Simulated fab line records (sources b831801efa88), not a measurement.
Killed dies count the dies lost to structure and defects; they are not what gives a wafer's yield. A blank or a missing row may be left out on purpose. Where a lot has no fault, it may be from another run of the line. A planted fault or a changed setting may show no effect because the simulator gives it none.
fab line records	flow sfqLine
record lots=14	wafers=42	lastDay=94
route steps=325 shown JJ@193
lots with no fault: from the same line, run without faults
startH: hours from the record's opening day to when the first of the lot's shown wafers began	waitH: hours from the lot's prior step to this one	" as in the row above	L1.1+2: several wafers, shown together as one row	- either no value or no given start	* or withheld: withheld	< > ~ a bound
route shown NAME@n: names a module that has steps shown in the file, with the first one's number in the route	usual: mean and standard deviation over wafers with no fault	same: alike in all rows	chamber/n: place in a boat	sites: readings site by site	_std_site: their standard deviation	_edge_site: the outer-site mean with the inner-site mean subtracted	radiusMm: for every site, how far away it sits from the centre of the wafer	mask NAME#n: copy n	behind: the tool/chamber that last shaped the wafer	hold: what put the lot on hold/how long, in hours/how the hold closed	device: transistor that didn't switch, given as n, p or np	end of line: tests run on the same wafers once the route is complete	step lacking rows: just its recipe	killed: the dies lost at the first sort to structure and to defects; this is not the yield of the wafer	map: a wafer's dies, marking killed ones x, the rest . and places with no die _
set.NAME: the run value of the setting; set.NAME@STEP: its run value at that earlier step	model.NAME: the simulator's own value behind a step, which no gauge read
one table for each step of the route and one row for each wafer, over a sample of lots
services: from which hour (startH, from the record's first day; less than 0 if before it) a tool's chamber was out of use, for how many hours, and why
## steps
# step SFQ_TRILAYER_JJ_CE_BARC_OPEN_RIE_150
# recipe maskMaterial=PR	chemistry=O2	targetDepthNm=240	target=BARC	icpW=600	biasW=80	pressureMtorr=10	timeS=80
# usual biasW=79.98/0.23	drypumpMotorCurrentA=5.9/0.39	oesProductAu=0.537/0.0047	rfFwdPowerW=595.5/2.1
lot.wafer	tool	chamber	startH	waitH	biasW	drypumpMotorCurrentA	oesProductAu	rfFwdPowerW	rfHoursCounterH
L889.1	rieMetal-02	0	1271.83	1.0	80.05	6.3	0.538	595.6	26
L889.5	"	1	"	"	80.12	5.8	0.533	594.2	-
L889.6	"	0	"	"	79.91	6.3	0.534	595.0	-
L890.1	rieMetal-02	1	1286.15	1.0	79.81	5.8	0.544	595.1	37
L890.2	"	1	"	"	79.82	5.8	0.531	594.0	-
L890.6	"	1	"	"	79.75	5.8	0.534	594.9	-
L892.1	rieMetal-04	0	1320.83	1.0	79.87	6.2	0.541	594.1	139
L892.3	"	0	"	"	79.48	6.1	0.539	594.4	-
L892.4	"	1	"	"	79.84	5.7	0.540	592.1	-
L893.2	rieMetal-02	0	1329.23	0.8	79.60	6.3	0.530	599.2	34
L893.4	"	1	"	"	79.69	5.9	0.542	596.5	-
L893.5	"	0	"	"	79.53	6.3	0.541	598.4	-
L895.2	rieMetal-04	1	1349.66	0.8	80.01	5.7	0.534	594.7	-
L895.3	"	1	"	"	79.97	5.7	0.544	594.8	-
L895.4	"	1	"	"	80.04	5.7	0.532	598.4	-
L900.2	rieMetal-04	0	1397.30	0.8	80.03	6.2	0.543	596.2	5
L900.3	"	0	"	"	79.97	6.2	0.535	595.4	-
L900.4	"	1	"	"	79.93	5.7	0.537	597.7	-
L901.2	rieMetal-04	1	1398.50	0.8	79.62	5.6	0.533	594.6	77
L901.5	"	0	"	"	79.72	6.2	0.539	596.6	-
L901.6	"	1	"	"	79.50	5.7	0.533	596.1	-
L902.1	rieMetal-04	0	1399.70	1.0	80.14	6.2	0.546	595.3	5
L902.2	"	1	"	"	79.99	5.7	0.543	688.9	77
L902.5	"	0	"	"	79.95	6.2	0.535	593.4	-
L903.1	rieMetal-04	0	1400.90	1.0	80.57	6.2	0.534	597.0	5
L903.2	"	1	"	"	79.81	5.7	0.536	690.3	77
L903.5	"	1	"	"	80.25	5.7	0.534	694.2	-
L904.2	rieMetal-02	1	1402.10	0.8	80.28	5.9	0.539	593.5	54
L904.4	"	1	"	"	80.07	5.8	0.529	594.1	-
L904.5	"	0	"	"	79.61	6.3	0.539	594.2	-
L907.1	rieMetal-02	0	1405.70	1.0	79.98	6.3	0.539	598.6	44
L907.2	"	1	"	"	80.12	5.8	0.534	594.8	55
L907.6	"	1	"	"	79.98	5.9	0.533	595.4	-
L909.2	rieMetal-02	1	1408.10	0.8	79.72	5.8	0.541	594.9	56
L909.3	"	0	"	"	80.19	6.3	0.531	597.3	-
L909.5	"	1	"	"	79.87	5.9	0.536	595.2	-
L910.2	rieMetal-02	0	1409.30	0.8	80.07	6.3	0.539	595.1	44
L910.4	"	0	"	"	80.00	6.3	0.530	597.4	-
L910.6	"	0	"	"	80.02	6.3	0.539	595.1	-
L911.1	rieMetal-02	1	1410.50	1.0	80.11	5.9	0.533	592.1	56
L911.2	"	0	"	"	80.15	6.3	0.538	595.0	44
L911.3	"	0	"	"	80.23	6.3	0.546	595.8	-
## services
tool	chamber	startH	hours	kind
rieMetal-02	0	1280.82	11.2	repair
rieMetal-04	-	1292.35	6.3	repair
rieMetal-04	0	1331.55	-	clean
rieMetal-04	0	1331.55	-	consumableReplace:focusRing
rieMetal-04	0	1331.55	21.3	scheduledDown
rieMetal-04	0	1331.55	21.3	ventCycle
rieMetal-04	-	1401.26	28.1	pm
## key
firstSign step=SFQ_TRILAYER_JJ_CE_BARC_OPEN_RIE_150	reading=rfFwdPowerW	direction=up	sigmas=45	usual=595.5	struck=691.1
effect none on later readings
metAt SFQ_TRILAYER_JJ_CE_BARC_OPEN_RIE_150
struckLots L902,L903
struckWafers L902.2,L903.2,L903.5
onsetBetween 1398.50 1399.70
fault kind=processParameterDrift	tool=rieMetal-04	chamber=1	onsetH=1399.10	steps=SFQ_TRILAYER_JJ_CE_BARC_OPEN_RIE_150	channel=icpW	offset=96	shape=step	endH=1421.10	actsIn=theseRecipesOnly	stated=600
